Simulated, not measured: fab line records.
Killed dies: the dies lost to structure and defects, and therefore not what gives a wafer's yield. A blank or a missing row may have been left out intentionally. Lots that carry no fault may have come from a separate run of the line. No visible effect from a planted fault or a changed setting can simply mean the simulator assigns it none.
A lot that was struck, set against a sound lot :: flow sky130 :: 22 steps out of a route of 708
Sound: wafers L414.1, L414.2, L414.6. Wafers L419.2, L419.3, L419.6 were the ones struck. At the end, the cause is stated.
Order at every step that has rows: each side's tool, ch and its chambers, its first start. Under that, the readings that differ: sound wafers :: struck wafers :: difference of the means :: sigmas: that difference in standard deviations of wafers without a fault.
alike: same words and numbers on both sides, and readings whose means sit less than 2 such deviations apart. not compared: any withheld reading, any reading some wafer has no value for, any bound like >300 that may hide the same value, and any number with overlapping values for which the record gives no deviation.
Wherever a step has rows on one side only, a row that says differs or no value, or a row with sigmas, the two part there. Numbers that have no deviation but don't overlap get no sigmas and don't part them. A reading missing from all wafers of one side parts the sides only when that side holds two or more wafers.

first, 2 steps without rows for these wafers: SKY_RES_PROTECT_DEVELOP_06 (develop time 60 s); SKY_POLY_GATE_IMPLANT_02.
SKY_RES_PROTECT_STRIP_07: strips in O2/N2.
  sound on plasma-asher-01 ch 0,1, day 16 03:44; struck on plasma-asher-03 ch 0,1, day 17 14:10
  alike: drypump-motor-current-A, oes-product-au, strip-time-to-endpoint-s
  not compared: rf-hours-counter-h
SKY_RES_PROTECT_TW_MEAS_08:
  sound on film-metro-04 at day 16 03:50; struck on film-metro-01 at day 17 14:17
  alike: POLY_GATE_TW
then, 2 steps without rows for these wafers: SKY_RES_PROTECT_CLEAN_09 (cleans in SC1/SC2, time 150 s); SKY_POLY_GATE_CVD_03 (deposits Si3N4 from DCS/NH3, target thk 75 nm, time 1290 s).
SKY_POLY_GATE_THK_MEAS_04:
  sound on film-metro-03 at day 16 08:13; struck on film-metro-02 at day 17 17:04
  alike: POLY_GATE_CVD_03_THK
then, 5 steps without rows for these wafers: SKY_POLY_GATE_DEHYDRATE_05 (time 60 s); SKY_POLY_GATE_HMDS_06 (prime time 60 s); SKY_POLY_GATE_COAT_07 (resist thk 110 nm); SKY_POLY_GATE_COAT_08 (resist thk 450 nm); SKY_POLY_GATE_SOFTBAKE_09 (time 90 s).
SKY_POLY_GATE_EXPOSE_10: exposes mask P1M, target cd 150 nm.
  sound on krf-scanner-01 ch 0, day 16 22:00; struck on krf-scanner-01 ch 0, day 18 07:33
reading: exposure-dose-mJ-cm2
sound: 28.01 27.98 28.00
struck: 31.44 31.47 31.45
difference: +3.46
sigmas: +99 or more
  alike: mask
then, 2 steps without rows for these wafers: SKY_POLY_GATE_PEB_11; SKY_POLY_GATE_DEVELOP_12 (develop time 60 s).
SKY_POLY_GATE_CD_MEAS_13 targets a cd of 150 nm.
  sound on cd-sem-01 at day 17 12:24; struck on cd-sem-02 at day 18 22:27
reading: cd-nm (nm)
sound: 148.0 149.8 148.8
struck: 131.6 131.5 130.1
difference: -17.8
sigmas: -11
SKY_POLY_GATE_OVL_MEAS_14:
  sound on overlay-01 at day 17 12:31; struck on overlay-02 at day 18 22:33
  alike: POLY_GATE_OVL
SKY_POLY_GATE_ETCH_15: etches BARC in N2/H2, stops on SiO2, time 118.5 s, target depth 110 nm.
  sound on rie-diel-02 ch 0,1,3, day 17 12:34; struck on rie-diel-03 ch 0,1,3, day 18 22:35
reading: model.POLY_GATE.cd-nm (nm)
sound: 148.6 148.5 151.4
struck: 130.7 129.9 129.1
difference: -19.6
sigmas: 
  alike: drypump-motor-current-A, oes-product-au, throttle-valve-pct
  not compared: rf-hours-counter-h
SKY_POLY_GATE_ETCH_16: etches Si3N4 in CH3F/O2, stops on poly-Si, time 147.5 s, target depth 75 nm.
  sound on rie-diel-02 ch 0,1,3, day 17 12:38; struck on rie-diel-03 ch 0,1,3, day 18 22:40
  alike: drypump-motor-current-A, oes-product-au, throttle-valve-pct
  not compared: rf-hours-counter-h
SKY_POLY_GATE_ETCH_17: etches poly-Si in HBr/Cl2, stops on SiO2, target depth 180 nm, time 70.5 s.
  sound on rie-si-02 ch 0,1,3, day 17 12:44; struck on rie-si-02 ch 1,2, day 18 22:46
reading: model.POLY_GATE.cd-nm (nm)
sound: 148.8 148.5 150.7
struck: 129.7 130 128.3
difference: -20.0
sigmas: 
  alike: HBr_flow_sccm, drypump-motor-current-A, he-backside-leak-sccm, oes-product-au, throttle-valve-pct
  not compared: rf-hours-counter-h
SKY_POLY_GATE_STRIP_18: strips in O2/N2.
  sound on plasma-asher-02 ch 0,1, day 17 12:47; struck on plasma-asher-03 ch 0,1, day 18 22:49
  alike: drypump-motor-current-A, oes-product-au, strip-time-to-endpoint-s
  not compared: rf-hours-counter-h
-- the record jumps here: 29 days lie between the struck wafers' starts before and after (it left off in module POLY_GATE and takes up again in module PAD_OPEN, whose first step shown is number 708 of the route) --
SKY_PAD_OPEN_PROBE_99:
  sound on prober-01 at day 46 19:08; struck on prober-01 at day 47 15:43
reading: killed-at-front-end
sound: 20 13 14
struck: 45 43 44
difference: +28
sigmas: +6

reading: killed-dies
sound: 89 70 73
struck: 103 109 113
difference: +31
sigmas: +3

reading: killed-on-rim
sound: 12 11 15
struck: 36 28 35
difference: +20
sigmas: +5

reading: model.etest.res-xhigh-po.line-ohm-um
sound: 5542 5787 5543
struck: 6064 5939 6049
difference: +393
sigmas: 

reading: model.etest.pfet_01v8.r-on-ohm-um
sound: 2872 2863 2896
struck: 2606 2625 2573
difference: -276
sigmas: 

reading: model.etest.pfet-g5v0d10v5.r-on-ohm-um
sound: 4780 4747 4724
struck: 4578 4664 4547
difference: -154
sigmas: 

reading: model.etest.res-poly.line-ohm-um
sound: 496.2 519.4 501.1
struck: 657.2 647.9 672.3
difference: +153.6
sigmas: 

reading: model.etest.nfet_01v8.r-on-ohm-um
sound: 831.9 816.1 828
struck: 769.7 757.4 738.1
difference: -70.3
sigmas: 

reading: model.etest.nfet-g5v0d10v5.r-on-ohm-um
sound: 1888 1860 1858
struck: 1801 1837 1785
difference: -61
sigmas: 

reading: model.etest.sonos-uncharged.r-on-ohm-um
sound: 803.5 819.5 828.2
struck: 757.5 765.4 749.9
difference: -59.5
sigmas: 

reading: model.etest.nfet_01v8_lvt.drive-ua-um
sound: 562.7 575 583.8
struck: 600.9 617.4 634.5
difference: +43.8
sigmas: 
  alike: killed_at_M0_to_M3, killed_at_M4_up, killed-at-contacts, killed-at-other, killed-open, killed-short

WHERE THEY PART
At SKY_POLY_GATE_EXPOSE_10 first; at SKY_PAD_OPEN_PROBE_99 last (within this record only).

WHY: the cause the simulator had injected
Process parameters drifting: krf-scanner-01 at SKY_POLY_GATE_EXPOSE_10, beginning at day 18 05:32. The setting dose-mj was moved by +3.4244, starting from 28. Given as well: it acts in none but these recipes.
